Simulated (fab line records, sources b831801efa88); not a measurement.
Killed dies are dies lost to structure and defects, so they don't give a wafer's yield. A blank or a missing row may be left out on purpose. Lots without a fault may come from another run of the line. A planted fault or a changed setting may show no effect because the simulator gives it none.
Which tool did it? | flow sky130 | 6 lots, 18 wafers sampled, at 4 steps of a route of 708

WHAT THE GAUGES READ, wafer by wafer
SKY_CAPM_THK_MEAS_01.
lot  | measured     | on            | CAPM_CVD_00_THK (nm)
L808 | day 37 06:37 | film_metro-04 | 15.38 15.69 15.78
L815 | day 39 04:21 | film_metro-03 | 15.08 11.68 15.72
L818 | day 40 06:43 | film_metro-04 | 11.85 15.80 15.86
L825 | day 42 06:21 | film_metro-02 | 15.49 15.42 15.90
L827 | day 42 12:59 | film_metro-02 | 15.75 15.66 16.05
L829 | day 43 01:08 | film_metro-03 | 15.76 15.40 15.45

WHICH TOOL RAN EACH LOT (tool, then ch and the chambers of the sampled wafers, then the start)
lot  | SKY_METAL2_SPUTTER_01        | SKY_VIA2_CMP_02               | SKY_CAPM_CVD_00
L808 | pvd_sputter-03, day 34 22:59 | cmp-01 ch 1,2, day 36 02:49   | pecvd-01 ch 0,1,2, day 37 06:35
L815 | pvd_sputter-03, day 36 21:35 | cmp-02 ch 1,2, day 38 00:49   | pecvd-04 ch 0,1,2, day 39 04:20
L818 | pvd_sputter-01, day 38 00:43 | cmp-02 ch 1,3, day 39 03:37   | pecvd-04 ch 0,1,2, day 40 06:41
L825 | pvd_sputter-02, day 40 01:58 | cmp-02 ch 2,3, day 41 04:04   | pecvd-01 ch 0,1,2, day 42 06:19
L827 | pvd_sputter-03, day 40 09:01 | cmp-01 ch 0,2,3, day 41 10:59 | pecvd-01 ch 0,1,2, day 42 12:58
L829 | pvd_sputter-01, day 40 22:40 | cmp-02 ch 0,2,3, day 41 23:48 | pecvd-02 ch 0,1,2, day 43 01:07
- SKY_METAL2_SPUTTER_01: material TiN, target thk 20 nm, time 16.7 s.
- SKY_VIA2_CMP_02: polishes SiO2.
- SKY_CAPM_CVD_00: deposits SiO2, target thk 15.5 nm.

THE ANSWER, worked out from the rows above alone
Rule: what is usual is taken from the lots themselves. Put in order of their means at a reading, lots are off if they are a third of the lots or fewer, leave a main group of 4 or more, and stand apart from it by a gap of 3 or more times the standard deviation of the main group's means; of several such gaps the widest counts. A main group whose means are all the same, to the digits that the tables above print for the reading, isn't used. A lot without any number at a reading at which 4 lots or more have one is off too. The other lots that the step has rows for count as sound.
Off: L815, L818, at SKY_CAPM_THK_MEAS_01 (CAPM_CVD_00_THK). The main group: mean 15.64 nm, standard deviation 0.11.
A tool fits if, at a process step before that reading, it ran every lot that is off, and no sound lot after the first of them. The gauges at SKY_CAPM_THK_MEAS_01 are tried like those tools. One fits: pecvd-04 at SKY_CAPM_CVD_00. It ran no sound lot before its first lot that is off in this sample, so the start can't be narrowed down.

WHAT THE SIMULATOR HAD PUT IN
Process parameter drift: pecvd-04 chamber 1, from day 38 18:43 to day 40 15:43, at SKY_CAPM_CVD_00. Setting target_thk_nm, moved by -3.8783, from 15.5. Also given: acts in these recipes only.
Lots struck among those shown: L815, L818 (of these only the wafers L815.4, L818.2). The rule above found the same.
